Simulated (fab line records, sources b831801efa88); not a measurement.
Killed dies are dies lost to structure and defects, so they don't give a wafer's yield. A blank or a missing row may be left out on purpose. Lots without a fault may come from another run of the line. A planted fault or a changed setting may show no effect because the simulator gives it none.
fab line records | flow sky130
record lots=13 wafers=39 last_day=49
route steps=708 shown POLY_GATE@204
lots that met no fault: from a run of the same line without faults
start_h: hours from the record's first day to the start of the lot's first wafer shown | wait_h: hours since the lot's step before | " the same as in the row above | L1.1+2: a row that stands for several wafers | - no value, or no start given | * or withheld: withheld | < > ~ a bound
route shown NAME@n: a module of which the file shows steps, and the number in the route of the first | usual: mean/standard deviation of fault-free wafers | same: alike in all rows | chamber/n: place in a boat | sites: the reading at each site | _std_site: their standard deviation | _edge_site: outer sites' mean less inner sites' | radius_mm: how far each site lies from the wafer's centre | mask NAME#n: copy n | behind: the tool/chamber that last shaped the wafer | hold: why the lot was held/for how many hours/how that ended | device: the transistor (n, p or np) that didn't switch | end of line: the same wafers' tests at the end of the route | a step without rows: its recipe alone | killed: dies lost to structure and defects at the first sort, not the wafer's yield | map: a wafer's dies, x killed, . not, _ none there
set.NAME: the setting as run; set.NAME@STEP: as run at that earlier step | model.NAME: the simulator's own value behind a step, which no gauge read
steps of the route over a sample of lots; a table a step, a row a wafer
services: from which hour (start_h, from the record's first day; less than 0 if before it) a tool's chamber was out of use, for how many hours, and why
## steps
# step SKY_POLY_GATE_CVD_00
# recipe material=poly-Si target_thk_nm=180 temp_c=620 time_s=720 pressure_mtorr=200
# usual spike_tc_bottom_C=639.1/1.5 spike_tc_centre_C=620.3/0.9 spike_tc_lower_C=620.5/1.3 spike_tc_top_C=638.0/1.7 spike_tc_upper_C=621.4/1.4 susceptor_temp_C=619.99/0.26
# columns lot.wafer tool chamber start_h wait_h spike_tc_bottom_C spike_tc_centre_C spike_tc_lower_C spike_tc_top_C spike_tc_upper_C susceptor_temp_C
L990.1 lpcvd-01 0 315.61 0.0 639.8 619.0 620.9 638.4 622.7 619.65
L990.3 " 0 " " 641.1 619.8 620.7 639.0 621.3 619.63
L990.6 " 0 " " 640.4 619.2 622.6 640.8 622.7 620.05
L991.2 lpcvd-01 1 320.05 0.0 639.4 621.7 620.2 637.8 621.0 620.47
L991.3 " 1 " " 636.8 620.3 620.6 637.4 621.6 620.02
L991.4 " 1 " " 639.0 621.3 620.0 638.1 621.2 619.98
L992.1 lpcvd-01 0 331.10 0.0 639.3 620.2 620.2 640.4 623.7 619.85
L992.2 " 0 " " 640.7 618.6 620.1 639.8 622.3 619.86
L992.3 " 0 " " 641.3 621.4 623.0 641.5 622.8 619.83
L993.2 lpcvd-01 0 339.88 0.0 639.5 620.8 621.7 639.5 622.9 620.41
L993.3 " 0 " " 639.9 619.3 621.8 639.4 621.3 620.18
L993.6 " 0 " " 639.7 619.8 621.6 639.0 622.1 620.25
L994.3 lpcvd-01 1 343.36 0.0 638.3 621.7 619.2 637.7 621.2 619.89
L994.4 " 1 " " 639.2 621.0 620.2 637.5 620.5 619.84
L994.6 " 1 " " 638.8 621.3 619.3 636.7 621.2 619.87
L996.3 lpcvd-01 1 357.99 0.0 636.5 619.7 619.0 636.1 619.5 619.75
L996.4 " 1 " " 637.7 620.3 619.5 637.2 620.2 619.96
L996.5 " 1 " " 638.6 620.7 620.0 636.1 620.8 619.82
L998.2 lpcvd-01 0 384.28 6.1 638.8 620.9 624.0 639.3 622.4 620.24
L998.5 " 0 " " 640.0 620.2 622.5 640.9 622.6 620.42
L998.6 " 0 " " 639.3 619.8 620.5 639.0 621.8 620.27
L999.3 lpcvd-01 0 391.14 0.0 638.5 619.4 621.2 641.1 622.7 620.09
L999.4 " 0 " " 639.7 620.0 622.4 639.1 621.7 620.36
L999.6 " 0 " " 639.9 620.6 622.1 639.6 622.1 620.06
L100.3 lpcvd-01 0 400.66 0.0 640.9 618.6 620.3 639.1 621.7 619.86
L100.5 " 0 " " 639.7 619.9 623.2 640.3 621.8 619.97
L100.6 " 0 " " 639.3 619.4 622.0 637.5 622.7 619.88
L103.3 lpcvd-01 1 419.51 0.0 638.3 619.7 620.1 636.2 619.8 619.75
L103.5 " 1 " " 637.4 622.0 619.2 638.8 621.3 620.17
L103.6 " 1 " " 637.4 622.0 621.1 635.2 619.9 619.72
L105.1 lpcvd-01 0 436.68 0.0 651.1 632.4 630.5 651.7 633.8 631.01
L105.4 " 0 " " 652.6 631.9 632.3 649.9 633.0 631.37
L105.6 " 0 " " 650.4 631.5 632.5 650.4 633.9 631.38
L107.1 lpcvd-01 1 454.42 1.1 638.2 621.2 618.9 635.9 621.9 619.91
L107.5 " 1 " " 637.7 618.8 620.1 635.6 621.7 619.85
L107.6 " 1 " " 637.1 619.6 619.5 638.4 620.5 619.92
L109.1 lpcvd-01 1 471.21 0.0 639.7 621.2 617.2 636.4 620.4 620.06
L109.2 " 1 " " 637.0 620.6 618.6 636.1 618.5 620.01
L109.6 " 1 " " 638.6 619.8 618.1 636.3 621.3 619.96
# step SKY_POLY_GATE_THK_MEAS_01
# recipe reads=poly-Si_of_POLY_GATE_CVD_00
# usual POLY_GATE_CVD_00_THK=180.3/1.6
# columns lot.wafer tool chamber start_h wait_h POLY_GATE_CVD_00_THK[nm]
L990.1 film_metro-03 - 316.81 0.0 181.9
L990.3 " - " " 181.7
L990.6 " - " " 183.1
L991.2 film_metro-01 - 321.26 0.0 182.0
L991.3 " - " " 180.7
L991.4 " - " " 183.7
L992.1 film_metro-02 - 332.30 0.0 180.2
L992.2 " - " " 179.0
L992.3 " - " " 179.0
L993.2 film_metro-02 - 341.09 0.0 181.5
L993.3 " - " " 179.9
L993.6 " - " " 181.1
L994.3 film_metro-01 - 345.18 0.0 181.2
L994.4 " - " " 179.9
L994.6 " - " " 182.6
L996.3 film_metro-03 - 359.21 0.0 180.8
L996.4 " - " " 177.6
L996.5 " - " " 178.1
L998.2 film_metro-02 - 385.49 0.0 182.7
L998.5 " - " " 181.0
L998.6 " - " " 182.0
L999.3 film_metro-03 - 392.36 0.0 178.9
L999.4 " - " " 178.4
L999.6 " - " " 177.3
L100.3 film_metro-02 - 401.88 0.0 180.8
L100.5 " - " " 182.4
L100.6 " - " " 179.6
L103.3 film_metro-01 - 420.73 0.0 179.7
L103.5 " - " " 180.5
L103.6 " - " " 180.4
L105.1 film_metro-01 - 437.88 0.0 231.4
L105.4 " - " " 231.6
L105.6 " - " " 234.0
L107.1 film_metro-03 - 455.62 0.0 180.9
L107.5 " - " " 180.1
L107.6 " - " " 180.0
L109.1 film_metro-03 - 472.41 0.0 181.4
L109.2 " - " " 182.7
L109.6 " - " " 182.7
# step SKY_POLY_GATE_ETCH_17
# recipe target_depth_nm=180 stop_on=SiO2 over_etch_frac=0.56667 chemistry=HBr/Cl2 target=poly-Si icp_w=400 bias_w=100 pressure_mtorr=10 HBr_flow_sccm=150 Cl2_flow_sccm=50 time_s=70.5
# usual HBr_flow_sccm=150.0/0.47 drypump_motor_current_A=6.0/0.58 oes_product_au=0.983/0.0079 throttle_valve_pct=33.685/0.01
# columns lot.wafer tool chamber start_h wait_h HBr_flow_sccm drypump_motor_current_A oes_product_au rf_hours_counter_h throttle_valve_pct
L990.1 rie_si-02 1 374.56 0.0 150.3 5.7 0.985 42 33.700
L990.3 " 0 " " 150.4 6.7 0.985 2 33.687
L990.6 " 1 " " 149.8 5.7 0.972 - 33.687
L991.2 rie_si-02 3 380.07 0.0 149.7 5.1 0.975 3 33.690
L991.3 " 0 " " 151.1 6.7 0.983 2 33.681
L991.4 " 1 " " 149.7 5.7 0.972 - 33.690
L992.1 rie_si-01 1 390.36 0.0 150.1 4.9 0.970 59 33.710
L992.2 " 2 " " 150.4 6.4 0.990 0 33.696
L992.3 " 0 " " 149.7 6.4 0.983 1 33.684
L993.2 rie_si-02 0 399.32 0.0 149.8 6.7 0.981 2 33.683
L993.3 " 3 " " 149.7 5.1 0.985 3 33.701
L993.6 " 1 " " 150.2 5.7 0.974 - 33.699
L994.3 rie_si-02 1 404.56 0.0 150.1 5.7 0.985 42 33.694
L994.4 " 0 " " 149.8 6.7 0.969 2 33.686
L994.6 " 3 " " 150.9 5.1 0.980 - 33.680
L996.3 rie_si-01 2 421.61 0.0 150.5 6.4 0.990 0 33.692
L996.4 " 0 " " 149.5 6.5 0.982 1 33.700
L996.5 " 1 " " 150.0 4.9 0.974 - 33.689
L998.2 rie_si-02 2 451.92 0.0 150.7 6.1 0.993 1 33.703
L998.5 " 1 " " 149.4 5.7 0.978 - 33.690
L998.6 " 2 " " 150.8 6.1 0.995 - 33.671
L999.3 rie_si-02 0 456.31 0.0 150.4 6.7 0.974 3 33.675
L999.4 " 1 " " 150.0 5.7 0.979 42 33.688
L999.6 " 0 " " 151.5 6.7 0.978 - 33.679
L100.3 rie_si-02 3 466.17 0.0 150.5 5.1 0.987 4 33.688
L100.5 " 2 " " 150.0 6.1 0.990 - 33.680
L100.6 " 3 " " 150.3 5.1 0.961 - 33.671
L103.3 rie_si-01 2 482.41 0.0 149.1 6.5 0.989 1 33.679
L103.5 " 2 " " 149.8 6.5 0.984 - 33.692
L103.6 " 0 " " 149.4 6.5 0.982 - 33.684
L105.1 rie_si-01 2 502.52 0.0 149.8 6.5 1.020 1 33.683
L105.4 " 2 " " 149.5 6.4 1.014 - 33.680
L105.6 " 0 " " 149.1 6.5 1.008 - 33.690
L107.1 rie_si-01 1 518.84 0.0 149.7 4.9 0.977 0 33.686
L107.5 " 2 " " 150.3 6.4 0.991 - 33.693
L107.6 " 1 " " 149.8 4.9 0.973 - 33.684
L109.1 rie_si-01 0 534.56 0.0 148.9 6.5 0.993 2 33.685
L109.2 " 2 " " 150.0 6.4 0.988 1 33.684
L109.6 " 3 " " 150.2 6.1 0.983 - 33.684
## services
# columns tool chamber start_h hours kind
rie_si-01 3 295.77 6.0 repair
rie_si-02 1 305.64 12.1 repair
rie_si-01 2 344.63 - clean
rie_si-01 2 344.63 21.4 scheduled_down
rie_si-01 2 344.63 21.4 vent_cycle
rie_si-02 3 367.68 11.2 repair
lpcvd-01 - 369.68 14.6 pm
rie_si-02 2 378.87 - clean
rie_si-02 2 378.87 17.4 scheduled_down
rie_si-02 2 378.87 17.4 vent_cycle
rie_si-01 1 478.79 - clean
rie_si-01 1 478.79 27.3 scheduled_down
rie_si-01 1 478.79 27.3 vent_cycle
rie_si-01 1 533.03 7.0 repair
## key
first_sign step=SKY_POLY_GATE_CVD_00 reading=susceptor_temp_C direction=up sigmas=44 usual=* struck=*
effect step=SKY_POLY_GATE_CVD_00 reading=spike_tc_centre_C direction=up sigmas=13 usual=620.3 struck=631.9
effect step=SKY_POLY_GATE_THK_MEAS_01 reading=POLY_GATE_CVD_00_THK direction=up sigmas=33 usual=180.3 struck=232.3
effect step=SKY_POLY_GATE_ETCH_17 reading=oes_product_au direction=up sigmas=3.9 usual=0.983 struck=1.014
met_at SKY_POLY_GATE_CVD_00
struck_lots L105
struck_wafers L105.1,L105.4,L105.6
later_rows_left_out L105.1,L105.4,L105.6
sort_left_out L105.1,L105.4,L105.6
tester_left_out L105
onset_between 400.66 436.68
fault kind=process_parameter_drift tool=lpcvd-01 chamber=0 onset_h=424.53 steps=SKY_POLY_GATE_CVD_00 channel=temp_c offset=* shape=step end_h=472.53 stated=*
# tester_left_out: of these lots the tester's yield and bins aren't shown, on N5 and GAA mostly nor the transistor test; their killed dies are dies lost to structure and defects alone, not to doping, threshold or leakage, so they don't give the yield
# sort_left_out: the simulated sort isn't trusted on such a fault, so these wafers' sort isn't shown, and their yield isn't known
# later_rows_left_out: the simulator's readings of these wafers behind a module that went badly wrong aren't trusted and aren't shown, but for the sort
